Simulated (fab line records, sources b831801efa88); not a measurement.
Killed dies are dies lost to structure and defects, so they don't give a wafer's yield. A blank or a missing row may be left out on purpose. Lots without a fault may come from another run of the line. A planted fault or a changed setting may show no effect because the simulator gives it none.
A struck lot beside a sound one | flow gf180mcu | 27 steps out of a route of 602
Sound: wafers L119.3, L119.4, L119.6. Struck: wafers L118.1, L118.3, L118.4. The cause comes at the end.
At each step with rows: each side's tool, then ch and its chambers, then its first start. Under that, the readings that differ: sound wafers | struck wafers | difference of the means | sigmas: that difference in standard deviations of wafers without a fault.
alike: readings whose means differ by less than 2 such deviations, and words and numbers that are the same on both sides. not compared: withheld readings, readings that some wafer has no value for, bounds like >300 that may hide the same value, and numbers for which the record gives no deviation and whose values overlap.
The two part at a step that has a row with sigmas, a row that says differs or no value, or rows on one side only. Numbers that don't overlap but have no deviation are shown without sigmas and don't part them. A reading that every wafer of one side lacks parts them only if that side has two wafers or more.

GF_DNWELL_STRIP_08: strips in O2/N2.
  sound on plasma_asher-04 ch 0,1, day 3 16:44; struck on plasma_asher-01 ch 0,1, day 3 10:19
  alike: drypump_motor_current_A, heater_power_w, oes_product_au, strip_time_to_endpoint_s
  not compared: rf_hours_counter_h
GF_DNWELL_TW_MEAS_09:
  sound on film_metro-03, day 3 16:49; struck on film_metro-01, day 3 10:25
  alike: DNWELL_TW
then, 7 steps without rows for these wafers: GF_NWELL_DEHYDRATE_00 (time 60 s); GF_NWELL_HMDS_01 (prime time 60 s); GF_NWELL_COAT_02 (resist thk 3000 nm); GF_NWELL_SOFTBAKE_03; GF_NWELL_EXPOSE_04 (exposes mask Nwell, target cd 860 nm); GF_NWELL_PEB_05; GF_NWELL_DEVELOP_06 (develop time 60 s).
GF_NWELL_OVL_MEAS_07:
  sound on overlay-01, day 4 06:10; struck on overlay-01, day 3 23:58
  alike: NWELL_OVL
then, 2 steps without rows for these wafers: GF_NWELL_IMPLANT_08; GF_NWELL_IMPLANT_09.
GF_NWELL_STRIP_10: strips in O2/N2.
  sound on plasma_asher-03 ch 0,1, day 4 06:32; struck on plasma_asher-02 ch 0,1, day 4 00:18
  reading                                 | sound             | struck            | difference                    | sigmas
  oes_product_au (a.u.)                   | 0.726 0.725 0.722 | 0.957 0.958 0.956 | +0.233                        | +54
  strip_time_to_endpoint_s (s)            | 37.05 37.11 37.10 | - - -             | no value on the struck wafers |
  model.coat_of_NWELL_COAT_02.thk_nm (nm) | 0 0 0             | 754.7 753 753.5   | +753.7                        |
  alike: drypump_motor_current_A, heater_power_w
  not compared: rf_hours_counter_h
GF_NWELL_TW_MEAS_11:
  sound on film_metro-04, day 4 06:37; struck on film_metro-03, day 4 00:24
  alike: NWELL_TW
then, 7 steps without rows for these wafers: GF_LVPWELL_DEHYDRATE_00 (time 60 s); GF_LVPWELL_HMDS_01 (prime time 60 s); GF_LVPWELL_COAT_02 (resist thk 3000 nm); GF_LVPWELL_SOFTBAKE_03; GF_LVPWELL_EXPOSE_04 (exposes mask LVPWELL, target cd 600 nm); GF_LVPWELL_PEB_05; GF_LVPWELL_DEVELOP_06 (develop time 60 s).
GF_LVPWELL_OVL_MEAS_07:
  sound on overlay-01, day 4 20:08; struck on overlay-01, day 4 13:58
  alike: LVPWELL_OVL
then, 2 steps without rows for these wafers: GF_LVPWELL_IMPLANT_08; GF_LVPWELL_IMPLANT_09.
GF_LVPWELL_STRIP_10: strips in O2/N2.
  sound on plasma_asher-02 ch 0,1, day 4 20:29; struck on plasma_asher-03 ch 0,1, day 4 14:19
  reading                      | sound             | struck            | difference | sigmas
  strip_time_to_endpoint_s (s) | 37.02 37.12 37.23 | 48.21 48.10 48.09 | +11.01     | +99 or more
  alike: drypump_motor_current_A, heater_power_w, oes_product_au
  not compared: rf_hours_counter_h
GF_LVPWELL_TW_MEAS_11:
  sound on film_metro-04, day 4 20:35; struck on film_metro-02, day 4 14:25
  reading    | sound       | struck      | difference | sigmas
  LVPWELL_TW | 559 559 560 | 222 229 228 | -333       | -90
then, 1 step without rows for these wafers: GF_MVSD_DEHYDRATE_00 (time 60 s).

WHERE THEY PART
First at GF_NWELL_STRIP_10; last, within this record, at GF_LVPWELL_TW_MEAS_11.

WHY: what the simulator had put in
Strip aborted: plasma_asher-02, from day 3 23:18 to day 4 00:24, at GF_NWELL_STRIP_10. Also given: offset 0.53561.
